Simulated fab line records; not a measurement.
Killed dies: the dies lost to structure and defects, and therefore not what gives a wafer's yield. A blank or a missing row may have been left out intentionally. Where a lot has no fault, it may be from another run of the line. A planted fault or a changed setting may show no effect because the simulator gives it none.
A struck lot beside a sound one :: flow sky130 :: 18 out of 708 route steps
Sound: the wafers L962.1, L962.3, L962.5. Wafers struck: L965.3, L965.4, L965.5. Last of all comes the cause.
At each step with rows: each side's tool, then ch and its chambers, then its first start. Under that, the readings that differ: sound wafers :: struck wafers :: difference of the means :: sigmas: that difference in standard deviations of wafers without a fault.
alike: readings with means less than 2 such deviations apart, plus words and numbers identical on both sides. not compared: withheld readings, readings lacking a value on some wafer, bounds such as >300 that could conceal the same value, and numbers that have no deviation in the record and whose values overlap.
Wherever a step has rows on one side only, a row that says differs or no value, or a row with sigmas, the two part there. Non-overlapping numbers with no deviation appear without sigmas and do not part them. A reading missing from all wafers of one side parts the sides only when that side holds two or more wafers.

first, 5 steps without rows for these wafers: SKY_VIA4_COAT_06 (resist thk 1140 nm); SKY_VIA4_SOFTBAKE_07 (time 60 s); SKY_VIA4_EXPOSE_08 (exposes mask VIM4, target cd 800 nm); SKY_VIA4_PEB_09; SKY_VIA4_DEVELOP_10 (develop time 60 s).
SKY_VIA4_OVL_MEAS_11:
  sound on overlay-02 at day 43 03:53; struck on overlay-01 at day 44 03:28
  alike: VIA4_OVL
SKY_VIA4_ETCH_12: etches SiO2 in C4F8/O2/Ar, stops on TiN, target depth 580 nm.
  sound on rieDiel-03 ch 0,1,3, day 43 03:56; struck on rieDiel-04 ch 0,1,2, day 44 03:29
  alike: oesProductAu
SKY_VIA4_STRIP_13: strips in O2/N2.
  sound on plasmaAsher-03 ch 0,1, day 43 04:00; struck on plasmaAsher-04 ch 0,1, day 44 03:35
reading: stripTimeToEndpointS (s)
sound: 12.86 12.78 12.86
struck: 12.77 12.76 12.76
difference: -0.07
sigmas: -2
  alike: drypumpMotorCurrentA, o2FlowSccm, oesProductAu
  not compared: rfHoursCounterH
then, 3 steps without rows for these wafers: SKY_VIA4_STRIP_14 (strips in post etch residue remover, time 1200 s); SKY_VIA4_CLEAN_15 (cleans in IPA, time 180 s); SKY_VIA4_CLEAN_16 (cleans in O3/DIW).
SKY_VIA4_SPUTTER_17: material TiN, target thk 20 nm, time 80 s.
  sound on pvdSputter-03 at day 43 04:37; struck on pvdSputter-02 at day 44 04:08
  alike: throttleValvePct
SKY_VIA4_CVD_18: deposits W, target thk 505 nm, time 152.14 s.
  sound on cvdW-01 ch 0,1, day 43 04:40; struck on cvdW-01 ch 0, day 44 04:19
reading: heaterPowerW (W)
sound: 863 758 900
struck: 724 728 728
difference: -114
sigmas: -2

reading: susceptorTempC (C)
sound: 399.73 399.82 400.21
struck: 387.97 388.29 387.89
difference: -11.87
sigmas: -57

reading: model.W_of_VIA4_CVD_18.thkNm (nm)
sound: 505 501.9 509.8
struck: 406 405.5 405.3
difference: -100
sigmas: 
SKY_VIA4_RS_MEAS_19: the measuring method here is four-point-probe.
  sound on filmMetro-02 at day 43 04:49; struck on filmMetro-03 at day 44 04:33
reading: VIA4_W_RS (ohm/sq)
sound: 0.227 0.228 0.225
struck: 0.283 0.282 0.283
difference: +0.056
sigmas: +19
SKY_VIA4_THK_MEAS_20: measures by xrf.
  sound on filmMetro-02 at day 43 04:56; struck on filmMetro-03 at day 44 04:39
reading: VIA4_W_THK (nm)
sound: 496 496 501
struck: 398 396 397
difference: -101
sigmas: -15
SKY_VIA4_CMP_21: polishes, stops on SiO2, t overpolish 25 s, target thk 0 nm.
  sound on cmp-01 ch 0,2,3, day 43 05:29; struck on cmp-02 ch 0,2,3, day 44 04:47
reading: timeToEndpointS (s)
sound: 122 122 119
struck: 100 90 91
difference: -27
sigmas: -4
  alike: edgeZonePressureFrac, motorCurrentA
SKY_METAL5_SPUTTER_00: material Ti, target thk 15 nm, time 10 s.
  sound on pvdSputter-04 at day 43 05:41; struck on pvdSputter-01 at day 44 04:59
  alike: throttleValvePct
-- the record jumps here: 3 days lie between the struck wafers' starts before and after (it left off in module METAL5 and takes up again in module PAD_OPEN, whose first step shown is number 708 of the route) --
SKY_PAD_OPEN_PROBE_99:
  rows exist in the record for the struck wafers here (prober-01, day 47 01:00), but not for the sound ones

## WHERE THEY PART
First at SKY_VIA4_STRIP_13; last, within this record, at SKY_PAD_OPEN_PROBE_99.

WHY: what the simulator had put in
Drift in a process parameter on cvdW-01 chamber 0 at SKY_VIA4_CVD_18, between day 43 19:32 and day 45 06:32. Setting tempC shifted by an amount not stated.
